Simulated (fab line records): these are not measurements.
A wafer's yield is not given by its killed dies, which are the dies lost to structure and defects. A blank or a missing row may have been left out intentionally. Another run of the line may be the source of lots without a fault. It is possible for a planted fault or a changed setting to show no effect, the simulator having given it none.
Which tool was responsible? || flow sky130 || 12 lots with 36 wafers sampled at 2 steps, on a route of 708 steps

WHAT EACH GAUGE READ, for each wafer
SKY_METAL3_OVL_MEAS_14.
{"lot": "L415", "measured": "day 38 07:38", "on": "overlay-02", "METAL3_OVL (nm)": "5 -1 5"}
{"lot": "L416", "measured": "day 38 19:57", "on": "overlay-01", "METAL3_OVL (nm)": "9 15 8"}
{"lot": "L417", "measured": "day 39 03:49", "on": "overlay-02", "METAL3_OVL (nm)": "-4 -4 -3"}
{"lot": "L419", "measured": "day 39 23:44", "on": "overlay-01", "METAL3_OVL (nm)": "-1 -5 -6"}
{"lot": "L421", "measured": "day 40 05:32", "on": "overlay-01", "METAL3_OVL (nm)": "-4 -2 -5"}
{"lot": "L422", "measured": "day 40 13:08", "on": "overlay-01", "METAL3_OVL (nm)": "9 6 4"}
{"lot": "L423", "measured": "day 40 19:50", "on": "overlay-02", "METAL3_OVL (nm)": "6 3 0"}
{"lot": "L424", "measured": "day 41 10:20", "on": "overlay-01", "METAL3_OVL (nm)": "4 11 3"}
{"lot": "L425", "measured": "day 41 12:33", "on": "overlay-02", "METAL3_OVL (nm)": "-10 -6 -5"}
{"lot": "L426", "measured": "day 41 19:08", "on": "overlay-01", "METAL3_OVL (nm)": "4 3 4"}
{"lot": "L428", "measured": "day 42 14:50", "on": "overlay-01", "METAL3_OVL (nm)": "-10 -5 -8"}
{"lot": "L431", "measured": "day 43 05:51", "on": "overlay-02", "METAL3_OVL (nm)": "-3 -10 -6"}

TOOL THAT RAN EACH LOT (tool first, then ch and the chambers of the sampled wafers, then the start)
{"lot": "L415", "SKY_VT_ADJUST_PCH_STRIP_09": "plasma asher-04 ch 0,1, day 10 08:22"}
{"lot": "L416", "SKY_VT_ADJUST_PCH_STRIP_09": "plasma asher-02 ch 0,1, day 10 16:41"}
{"lot": "L417", "SKY_VT_ADJUST_PCH_STRIP_09": "plasma asher-04 ch 0,1, day 11 00:42"}
{"lot": "L419", "SKY_VT_ADJUST_PCH_STRIP_09": "plasma asher-02 ch 0,1, day 11 16:21"}
{"lot": "L421", "SKY_VT_ADJUST_PCH_STRIP_09": "plasma asher-01 ch 0,1, day 12 05:46"}
{"lot": "L422", "SKY_VT_ADJUST_PCH_STRIP_09": "plasma asher-04 ch 0,1, day 12 14:04"}
{"lot": "L423", "SKY_VT_ADJUST_PCH_STRIP_09": "plasma asher-01 ch 0,1, day 12 20:21"}
{"lot": "L424", "SKY_VT_ADJUST_PCH_STRIP_09": "plasma asher-01 ch 0,1, day 13 02:33"}
{"lot": "L425", "SKY_VT_ADJUST_PCH_STRIP_09": "plasma asher-04 ch 0,1, day 13 13:09"}
{"lot": "L426", "SKY_VT_ADJUST_PCH_STRIP_09": "plasma asher-04 ch 0,1, day 13 20:55"}
{"lot": "L428", "SKY_VT_ADJUST_PCH_STRIP_09": "plasma asher-04 ch 0,1, day 14 11:09"}
{"lot": "L431", "SKY_VT_ADJUST_PCH_STRIP_09": "plasma asher-04 ch 0,1, day 15 10:38"}
- SKY_VT_ADJUST_PCH_STRIP_09: strips in O2/N2.

AS READ BY THE TOOLS THEMSELVES (means over the sampled wafers that have a number; for cases with no such wafer, the mark the record gives instead)
SKY_VT_ADJUST_PCH_STRIP_09.
{"lot": "L415", "tool": "plasma asher-04", "drypump motor current A (A)": 5.5, "oes product au (a.u.)": 0.723, "strip time to endpoint s (s)": 36.86}
{"lot": "L416", "tool": "plasma asher-02", "drypump motor current A (A)": 5.7, "oes product au (a.u.)": 0.724, "strip time to endpoint s (s)": 36.78}
{"lot": "L417", "tool": "plasma asher-04", "drypump motor current A (A)": 5.5, "oes product au (a.u.)": 0.726, "strip time to endpoint s (s)": 36.82}
{"lot": "L419", "tool": "plasma asher-02", "drypump motor current A (A)": 5.9, "oes product au (a.u.)": 0.721, "strip time to endpoint s (s)": 36.71}
{"lot": "L421", "tool": "plasma asher-01", "drypump motor current A (A)": 5.9, "oes product au (a.u.)": 0.721, "strip time to endpoint s (s)": 36.97}
{"lot": "L422", "tool": "plasma asher-04", "drypump motor current A (A)": 5.5, "oes product au (a.u.)": 0.719, "strip time to endpoint s (s)": 36.93}
{"lot": "L423", "tool": "plasma asher-01", "drypump motor current A (A)": 5.9, "oes product au (a.u.)": 0.726, "strip time to endpoint s (s)": 37.02}
{"lot": "L424", "tool": "plasma asher-01", "drypump motor current A (A)": 5.9, "oes product au (a.u.)": 0.728, "strip time to endpoint s (s)": 36.92}
{"lot": "L425", "tool": "plasma asher-04", "drypump motor current A (A)": 5.5, "oes product au (a.u.)": 0.727, "strip time to endpoint s (s)": 36.89}
{"lot": "L426", "tool": "plasma asher-04", "drypump motor current A (A)": 5.5, "oes product au (a.u.)": 0.717, "strip time to endpoint s (s)": 36.89}
{"lot": "L428", "tool": "plasma asher-04", "drypump motor current A (A)": 5.5, "oes product au (a.u.)": 0.721, "strip time to endpoint s (s)": 36.98}
{"lot": "L431", "tool": "plasma asher-04", "drypump motor current A (A)": 5.2, "oes product au (a.u.)": 0.722, "strip time to endpoint s (s)": 36.92}

THE ANSWER, worked out from the rows above alone
Rule: what is usual is taken from the lots themselves. The widest of any qualifying gaps counts: lots, ordered by their means at a reading, are off when they make up no more than a third of the lots, leave a main group of 4 or more, and stand apart from it by 3 or more times the standard deviation of that group's means. Not used: any main group whose means are identical at the precision the tables above print for the reading. Also off: a lot with no number at a reading for which 4 or more lots have one. Any other lot the step has rows for is counted as sound. After the gauges, taken in route order, come the tools' own readings; for these a lot's mean is taken, as printed above. The first step at which some lot is off is used, and at that step the reading that is off furthest; a lot without a number counts as furthest.
None of the lots is off at any reading shown; this tells nothing.

WHAT THE SIMULATOR PUT IN
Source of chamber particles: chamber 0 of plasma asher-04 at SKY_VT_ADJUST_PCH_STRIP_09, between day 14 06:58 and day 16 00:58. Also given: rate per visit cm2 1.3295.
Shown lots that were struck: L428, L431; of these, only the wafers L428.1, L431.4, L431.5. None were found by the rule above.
